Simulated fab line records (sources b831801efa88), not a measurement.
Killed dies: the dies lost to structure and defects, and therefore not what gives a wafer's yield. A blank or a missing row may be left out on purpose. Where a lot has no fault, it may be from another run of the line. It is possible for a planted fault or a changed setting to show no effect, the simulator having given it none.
Split-lot trial ; flow sky130 ; 5 lots, 23 wafers read, on a route of 708 steps

== THE SPLIT ITSELF ==
At SKY_METAL4_SPUTTER_00 (material Ti, target thk 15 nm, time 10 s), the setting power_w was moved away from the recipe's 3000 W on 11 of the 23 wafers read, by -10.8% to +5.9%. All remaining wafers had this setting at the recipe value.

The split's own step is where the reading is taken.

== THE READING ==
Ti_of_METAL4_SPUTTER_00.thk_nm (the simulator's own value, which no gauge read), in nm, at SKY_METAL4_SPUTTER_00 (material Ti, target thk 15 nm, time 10 s). The file gives no usual value for it. Across the 12 wafers here that went through the recipe, the average is 14.83 nm and the standard deviation 0.15 nm.

wafer;tool, chamber at the split;power_w as run, W;against the recipe;Ti_of_METAL4_SPUTTER_00.thk_nm, nm;against lot-mates on the recipe
L075.1;pvd_sputter-04, -;2776;-7.5%;13.65;-1.29
L075.2;pvd_sputter-04, -;3000;recipe;14.91;-
L075.4;pvd_sputter-04, -;3000;recipe;14.97;-
L075.5;pvd_sputter-04, -;2776;-7.5%;13.66;-1.28
L075.6;pvd_sputter-04, -;2776;-7.5%;13.75;-1.19
L078.1;pvd_sputter-04, -;3000;recipe;15;-
L078.4;pvd_sputter-04, -;3000;recipe;14.79;-
L078.6;pvd_sputter-04, -;3000;recipe;14.78;-
L079.1;pvd_sputter-01, -;3177;+5.9%;15.8;+1.11
L079.3;pvd_sputter-01, -;3000;recipe;14.66;-
L079.4;pvd_sputter-01, -;3000;recipe;14.86;-
L079.5;pvd_sputter-01, -;3000;recipe;14.56;-
L079.6;pvd_sputter-01, -;3177;+5.9%;15.74;+1.05
L084.1;pvd_sputter-01, -;3000;recipe;14.59;-
L084.3;pvd_sputter-01, -;2896;-3.5%;14.44;-0.30
L084.4;pvd_sputter-01, -;2896;-3.5%;14.44;-0.30
L084.5;pvd_sputter-01, -;3000;recipe;14.89;-
L084.6;pvd_sputter-01, -;2896;-3.5%;14.08;-0.66
L085.1;pvd_sputter-01, -;2675;-10.8%;13.46;-1.50
L085.2;pvd_sputter-01, -;3000;recipe;14.9;-
L085.3;pvd_sputter-01, -;2675;-10.8%;13.1;-1.86
L085.4;pvd_sputter-01, -;3000;recipe;15.02;-
L085.6;pvd_sputter-01, -;2675;-10.8%;13.53;-1.43

THE FIT
A straight line over all 23 wafers: Ti_of_METAL4_SPUTTER_00.thk_nm changes by +0.144 nm for each +1% of power_w; r = +0.98; the points scatter about the line by 0.16 nm.
The same after taking each lot's own level away (the mean of its wafers on the recipe; 23 wafers): +0.158 nm for each +1%; r = +0.98; scatter 0.15 nm.
That fit puts the effect of the largest move of power_w on the reading at 1.7 nm.
The span of the lots' own levels, 14.693 to 14.960 nm, comes to 1.8 times the standard deviation stated above.
Hence the lot-to-lot level has little effect on the slope; both slopes agree.
Check: -1.72 nm against its lot-mates is what the line predicts for one of the wafers moved furthest among these (-10.8%) when that wafer is left out of the fit. It came out at -1.5 nm against them.

== OTHER SPLITS ON THESE WAFERS ==
Other splits were also applied to these wafers ahead of the reading. Each is held against what the fit with the lots' levels taken away leaves over:
other split on the same wafers;wafers away from the commonest value;r with Ti_of_METAL4_SPUTTER_00.thk_nm (lot level and that fit taken away)
SKY_VIA3_HDPCVD_00 time_s;9;-0.17
SKY_VIA3_CMP_02 leave_above_ref_nm;8;-0.09
SKY_VIA3_STRIP_16 pressure_mtorr;10;-0.18

== THE FILE'S OWN FIT ==
Ti_of_METAL4_SPUTTER_00.thk_nm changes by +0.157 nm for each +1% of power_w, r = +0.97.
